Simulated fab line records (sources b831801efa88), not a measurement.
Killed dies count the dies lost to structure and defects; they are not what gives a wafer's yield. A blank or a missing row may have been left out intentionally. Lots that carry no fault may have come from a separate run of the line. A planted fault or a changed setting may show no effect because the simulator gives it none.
fab line records -- flow sky130
record lots=5, wafers=15, lastDay=50
route steps=708 shown DNWELL@42 PWDE@45 NWELL@56
lots with no fault: from the same line, run without faults
startH: the number of hours between the record's first day and the start of the first shown wafer of the lot -- waitH: hours elapsed since this lot's preceding step -- " unchanged from the row above -- L1.1+2: a single row standing in for several wafers -- - either no value or no given start -- * or withheld: withheld -- < > ~ a bound
route shown NAME@n: names a module that has steps shown in the file, with the first one's number in the route -- usual: mean and standard deviation over wafers with no fault -- same: alike in all rows -- chamber/n: place in a boat -- sites: each site's reading -- _std_site: the standard deviation of these -- _edge_site: inner sites' mean taken away from outer sites' mean -- radiusMm: for every site, how far away it sits from the centre of the wafer -- mask NAME#n: copy n -- behind: tool/chamber where the wafer was last shaped -- hold: the reason the lot was held/the length of the hold in hours/how it ended -- device: names the non-switching transistor (n, p or np) -- end of line: tests run on the same wafers once the route is complete -- a step with no rows: only its recipe -- killed: dies that structure and defects cost at the first sort, which is not the same as the wafer's yield -- map: shows each die of a wafer: x if killed, . if not, _ if none is there
set.NAME: the setting the step ran with; set.NAME@STEP: the setting that earlier step ran with -- model.NAME: the simulator's own value behind a step, which no gauge read
certain route steps with their lots: each step a table, each wafer a row
services: when a tool's chamber went out of use (startH, in hours from the record's first day, below 0 if earlier), for how many hours, and the reason
## steps
# step SKY_DNWELL_IMPLANT_07
# recipe species=P, energyKev=withheld, doseCm2=withheld, tiltDeg=withheld
# step SKY_DNWELL_STRIP_08
# recipe chemistry=O2/N2, powerW=1400, pressureMtorr=1500, platenTempC=withheld, o2FlowSccm=3000, n2FlowSccm=300, overashFraction=0.5
# usual drypumpMotorCurrentA=5.5/0.5, oesProductAu=0.723/0.0043, stripTimeToEndpointS=36.96/0.12
lot.wafer,tool,chamber,startH,waitH,drypumpMotorCurrentA,oesProductAu,rfHoursCounterH,stripTimeToEndpointS
L498.3,plasmaAsher-02,0,85.71,0.1,5.2,0.722,-,37.07
L498.4,plasmaAsher-02,1,85.71,0.1,5.2,0.726,-,36.98
L498.6,plasmaAsher-02,0,85.71,0.1,5.2,0.721,-,37.11
L501.2,plasmaAsher-03,0,99.20,0.1,6.1,0.720,29,36.62
L501.5,plasmaAsher-03,1,99.20,0.1,6.0,0.730,-,36.76
L501.6,plasmaAsher-03,0,99.20,0.1,6.1,0.716,-,36.75
L502.1,plasmaAsher-02,0,106.25,0.1,5.2,0.724,43,36.90
L502.2,plasmaAsher-02,1,106.25,0.1,5.1,0.716,43,36.84
L502.3,plasmaAsher-02,0,106.25,0.1,5.2,0.727,-,36.81
L514.1,plasmaAsher-04,1,169.95,0.1,6.1,0.723,46,36.97
L514.2,plasmaAsher-04,0,169.95,0.1,4.8,0.722,46,36.85
L514.6,plasmaAsher-04,0,169.95,0.1,4.8,0.722,-,36.93
L515.2,plasmaAsher-03,0,178.25,0.1,6.1,0.729,37,36.86
L515.5,plasmaAsher-03,0,178.25,0.1,6.1,0.719,-,36.84
L515.6,plasmaAsher-03,1,178.25,0.1,5.9,0.726,-,36.96
# step SKY_DNWELL_TW_MEAS_09
# usual DNWELL_TW=1108/16
lot.wafer,tool,chamber,startH,waitH,DNWELL_TW
L498.3,filmMetro-01,-,85.80,0.1,1128
L498.4,filmMetro-01,-,85.80,0.1,1126
L498.6,filmMetro-01,-,85.80,0.1,1122
L501.2,filmMetro-04,-,99.31,0.1,1105
L501.5,filmMetro-04,-,99.31,0.1,1099
L501.6,filmMetro-04,-,99.31,0.1,1099
L502.1,filmMetro-01,-,106.35,0.1,1129
L502.2,filmMetro-01,-,106.35,0.1,1123
L502.3,filmMetro-01,-,106.35,0.1,1119
L514.1,filmMetro-03,-,170.05,0.1,1102
L514.2,filmMetro-03,-,170.05,0.1,1097
L514.6,filmMetro-03,-,170.05,0.1,1094
L515.2,filmMetro-01,-,178.36,0.1,1119
L515.5,filmMetro-01,-,178.36,0.1,1119
L515.6,filmMetro-01,-,178.36,0.1,1113
# step SKY_PWDE_DEHYDRATE_00
# recipe tempC=200, timeS=60
# step SKY_PWDE_HMDS_01
# recipe primeTimeS=60, primeTempC=120
# step SKY_PWDE_COAT_02
# recipe spinRpm=2000, resistThkNm=3000
# step SKY_PWDE_SOFTBAKE_03
# recipe tempC=110, timeS=withheld
# step SKY_PWDE_EXPOSE_04
# recipe maskId=PWDEM, na=0.6, sourceShape=conventional, sigmaOuter=0.6, polarization=unpolarized, targetCdNm=840, doseMj=214
# step SKY_PWDE_PEB_05
# recipe tempC=115, timeS=withheld
# step SKY_PWDE_DEVELOP_06
# recipe wallAngleDeg=90, developer=TMAH, developTimeS=60, devTempC=23
# step SKY_PWDE_OVL_MEAS_07
# usual PWDE_OVL=0.4/1.2
lot.wafer,tool,chamber,startH,waitH,PWDE_OVL[nm]
L498.3,overlay-01,-,104.01,-,-1.0
L498.4,overlay-01,-,104.01,-,1.3
L498.6,overlay-01,-,104.01,-,1.8
L501.2,overlay-02,-,117.20,-,-0.3
L501.5,overlay-02,-,117.20,-,1.6
L501.6,overlay-02,-,117.20,-,1.5
L502.1,overlay-01,-,124.20,-,-0.2
L502.2,overlay-01,-,124.20,-,-0.9
L502.3,overlay-01,-,124.20,-,0.8
L514.1,overlay-01,-,192.05,-,0.4
L514.2,overlay-01,-,192.05,-,0.5
L514.6,overlay-01,-,192.05,-,0.7
L515.2,overlay-01,-,199.40,-,2.2
L515.5,overlay-01,-,199.40,-,0.9
L515.6,overlay-01,-,199.40,-,0.1
# step SKY_PWDE_IMPLANT_08
# recipe species=B, energyKev=150, doseCm2=3.6e+12, tiltDeg=withheld
# step SKY_PWDE_STRIP_09
# recipe chemistry=O2/N2, powerW=1400, pressureMtorr=1500, platenTempC=withheld, o2FlowSccm=3000, n2FlowSccm=300, overashFraction=0.5
# usual drypumpMotorCurrentA=5.7/0.5, oesProductAu=0.722/0.0042, stripTimeToEndpointS=36.96/0.12
lot.wafer,tool,chamber,startH,waitH,drypumpMotorCurrentA,oesProductAu,rfHoursCounterH,stripTimeToEndpointS,model.coat_of_PWDE_COAT_02.thkNm
L498.3,plasmaAsher-03,1,104.22,0.1,5.9,0.724,-,36.89,0
L498.4,plasmaAsher-03,0,104.22,0.1,6.1,0.729,-,36.80,0
L498.6,plasmaAsher-03,1,104.22,0.1,6.0,0.722,-,36.81,0
L501.2,plasmaAsher-04,1,117.38,0.1,6.1,0.721,40,36.94,0
L501.5,plasmaAsher-04,1,117.38,0.1,6.1,0.726,-,36.86,0
L501.6,plasmaAsher-04,0,117.38,0.1,4.8,0.719,-,36.88,0
L502.1,plasmaAsher-04,1,124.38,0.1,6.1,0.962,41,-,800.2
L502.2,plasmaAsher-04,0,124.38,0.1,4.8,0.956,41,-,799.2
L502.3,plasmaAsher-04,0,124.38,0.1,4.8,0.949,-,-,799.4
L514.1,plasmaAsher-01,0,192.23,0.1,5.9,0.724,7,36.87,0
L514.2,plasmaAsher-01,1,192.23,0.1,5.4,0.724,7,36.93,0
L514.6,plasmaAsher-01,1,192.23,0.1,5.4,0.722,-,36.85,0
L515.2,plasmaAsher-03,1,199.58,0.1,6.0,0.726,39,36.77,0
L515.5,plasmaAsher-03,1,199.58,0.1,6.0,0.717,-,36.91,0
L515.6,plasmaAsher-03,0,199.58,0.1,6.1,0.726,-,36.93,0
# step SKY_PWDE_TW_MEAS_10
# usual PWDE_TW=372/4.7
lot.wafer,tool,chamber,startH,waitH,PWDE_TW
L498.3,filmMetro-04,-,104.30,0.1,372
L498.4,filmMetro-04,-,104.30,0.1,371
L498.6,filmMetro-04,-,104.30,0.1,369
L501.2,filmMetro-03,-,117.49,0.1,366
L501.5,filmMetro-03,-,117.49,0.1,364
L501.6,filmMetro-03,-,117.49,0.1,365
L502.1,filmMetro-03,-,124.48,0.1,367
L502.2,filmMetro-03,-,124.48,0.1,369
L502.3,filmMetro-03,-,124.48,0.1,368
L514.1,filmMetro-04,-,192.33,0.1,370
L514.2,filmMetro-04,-,192.33,0.1,371
L514.6,filmMetro-04,-,192.33,0.1,370
L515.2,filmMetro-03,-,199.69,0.1,367
L515.5,filmMetro-03,-,199.69,0.1,370
L515.6,filmMetro-03,-,199.69,0.1,369
# step SKY_NWELL_DEHYDRATE_03
# recipe tempC=200, timeS=60
# step SKY_NWELL_HMDS_04
# recipe primeTimeS=60, primeTempC=120
# step SKY_NWELL_COAT_05
# recipe spinRpm=2000, resistThkNm=3000
# step SKY_NWELL_SOFTBAKE_06
# recipe tempC=110, timeS=withheld
# step SKY_NWELL_EXPOSE_07
# recipe maskId=NWM, na=0.6, sourceShape=conventional, sigmaOuter=0.6, polarization=unpolarized, targetCdNm=840, doseMj=255
# step SKY_NWELL_PEB_08
# recipe tempC=115, timeS=withheld
# step SKY_NWELL_DEVELOP_09
# recipe wallAngleDeg=90, developer=TMAH, developTimeS=60, devTempC=23
# step SKY_NWELL_OVL_MEAS_10
# usual NWELL_00_OVL=-1.1/1.3
lot.wafer,tool,chamber,startH,waitH,NWELL_00_OVL[nm]
L498.3,overlay-01,-,122.24,-,-0.2
L498.4,overlay-01,-,122.24,-,-0.6
L498.6,overlay-01,-,122.24,-,-1.7
L501.2,overlay-02,-,136.34,-,-1.6
L501.5,overlay-02,-,136.34,-,-0.6
L501.6,overlay-02,-,136.34,-,-1.4
L502.1,overlay-01,-,143.15,-,-1.3
L502.2,overlay-01,-,143.15,-,-0.6
L502.3,overlay-01,-,143.15,-,-0.7
L514.1,overlay-02,-,214.40,-,-0.7
L514.2,overlay-02,-,214.40,-,-0.5
L514.6,overlay-02,-,214.40,-,1.0
L515.2,overlay-02,-,222.10,-,0.0
L515.5,overlay-02,-,222.10,-,-0.9
L515.6,overlay-02,-,222.10,-,-0.8
# step SKY_NWELL_IMPLANT_11
# recipe species=P, energyKev=400, doseCm2=1.9e+13, tiltDeg=withheld
# step SKY_NWELL_IMPLANT_12
# recipe species=P, energyKev=120, doseCm2=1.3e+12, tiltDeg=withheld
# step SKY_NWELL_IMPLANT_13
# recipe species=P, energyKev=50, doseCm2=7e+11, tiltDeg=withheld
# step SKY_NWELL_STRIP_14
# recipe chemistry=O2/N2, powerW=1400, pressureMtorr=1500, platenTempC=withheld, o2FlowSccm=3000, n2FlowSccm=300, overashFraction=0.5
# usual drypumpMotorCurrentA=5.5/0.46, oesProductAu=0.722/0.0045, stripTimeToEndpointS=36.94/0.096
lot.wafer,tool,chamber,startH,waitH,drypumpMotorCurrentA,oesProductAu,rfHoursCounterH,stripTimeToEndpointS
L498.3,plasmaAsher-01,0,122.75,0.1,5.9,0.724,-,37.01
L498.4,plasmaAsher-01,1,122.75,0.1,5.3,0.715,-,37.05
L498.6,plasmaAsher-01,0,122.75,0.1,5.9,0.727,-,37.04
L501.2,plasmaAsher-04,1,136.82,0.1,6.1,0.720,42,36.89
L501.5,plasmaAsher-04,0,136.82,0.1,4.8,0.721,-,36.90
L501.6,plasmaAsher-04,1,136.82,0.1,6.1,0.721,-,36.87
L502.1,plasmaAsher-04,0,143.63,0.1,4.8,0.724,43,48.78
L502.2,plasmaAsher-04,1,143.63,0.1,6.1,0.726,43,48.77
L502.3,plasmaAsher-04,1,143.63,0.1,6.1,0.731,-,48.71
L514.1,plasmaAsher-01,0,214.88,0.1,5.9,0.720,9,37.02
L514.2,plasmaAsher-01,1,214.88,0.1,5.4,0.721,9,37.03
L514.6,plasmaAsher-01,1,214.88,0.1,5.4,0.716,-,37.00
L515.2,plasmaAsher-02,1,222.58,0.1,5.1,0.722,55,36.94
L515.5,plasmaAsher-02,1,222.58,0.1,5.1,0.717,-,36.85
L515.6,plasmaAsher-02,0,222.58,0.1,5.2,0.719,-,36.88
# step SKY_NWELL_TW_MEAS_15
# usual NWELL_TW=1810/22
lot.wafer,tool,chamber,startH,waitH,NWELL_TW
L498.3,filmMetro-01,-,122.84,0.1,1825
L498.4,filmMetro-01,-,122.84,0.1,1825
L498.6,filmMetro-01,-,122.84,0.1,1821
L501.2,filmMetro-04,-,136.93,0.1,1791
L501.5,filmMetro-04,-,136.93,0.1,1785
L501.6,filmMetro-04,-,136.93,0.1,1788
L502.1,filmMetro-04,-,143.73,0.1,1267
L502.2,filmMetro-04,-,143.73,0.1,1260
L502.3,filmMetro-04,-,143.73,0.1,1263
L514.1,filmMetro-03,-,214.98,0.1,1779
L514.2,filmMetro-03,-,214.98,0.1,1791
L514.6,filmMetro-03,-,214.98,0.1,1788
L515.2,filmMetro-04,-,222.69,0.1,1783
L515.5,filmMetro-04,-,222.69,0.1,1796
L515.6,filmMetro-04,-,222.69,0.1,1798
# step SKY_NWELL_DEHYDRATE_16
# recipe tempC=200, timeS=60
## services
tool,chamber,startH,hours,kind
plasmaAsher-03,-,88.32,3.0,repair
plasmaAsher-01,-,108.75,9.0,pm
plasmaAsher-01,0,108.75,9.0,ventCycle
plasmaAsher-01,1,108.75,9.0,ventCycle
plasmaAsher-01,0,117.75,-,clean
plasmaAsher-01,1,117.75,-,clean
plasmaAsher-03,-,183.27,1.4,repair
plasmaAsher-04,-,208.50,11.1,repair
## key
firstSign step=SKY_PWDE_STRIP_09, reading=oesProductAu, direction=up, sigmas=56, usual=0.722, struck=0.956
effect step=SKY_NWELL_STRIP_14, reading=stripTimeToEndpointS, direction=up, sigmas=99+, usual=*, struck=*
effect step=SKY_NWELL_TW_MEAS_15, reading=NWELL_TW, direction=down, sigmas=25, usual=1810, struck=1263
modelEffect step=SKY_PWDE_STRIP_09, value=coat_of_PWDE_COAT_02.thkNm, without=0, struck=799.6
metAt SKY_PWDE_STRIP_09
struckWafers L502.1,L502.2,L502.3
sortLeftOut L502.1,L502.2,L502.3
testerLeftOut L502
onsetBetween 117.38 124.38
fault kind=stripAborted, tool=plasmaAsher-04, chamber=-, onsetH=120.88, steps=SKY_PWDE_STRIP_09, offset=0.54769, endH=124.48
# testerLeftOut: of these lots the tester's yield and bins aren't shown, on N5 and GAA mostly nor the transistor test; their killed dies are dies lost to structure and defects alone, not to doping, threshold or leakage, so they don't give the yield
# sortLeftOut: the simulated sort isn't trusted on such a fault, so these wafers' sort isn't shown, and their yield isn't known
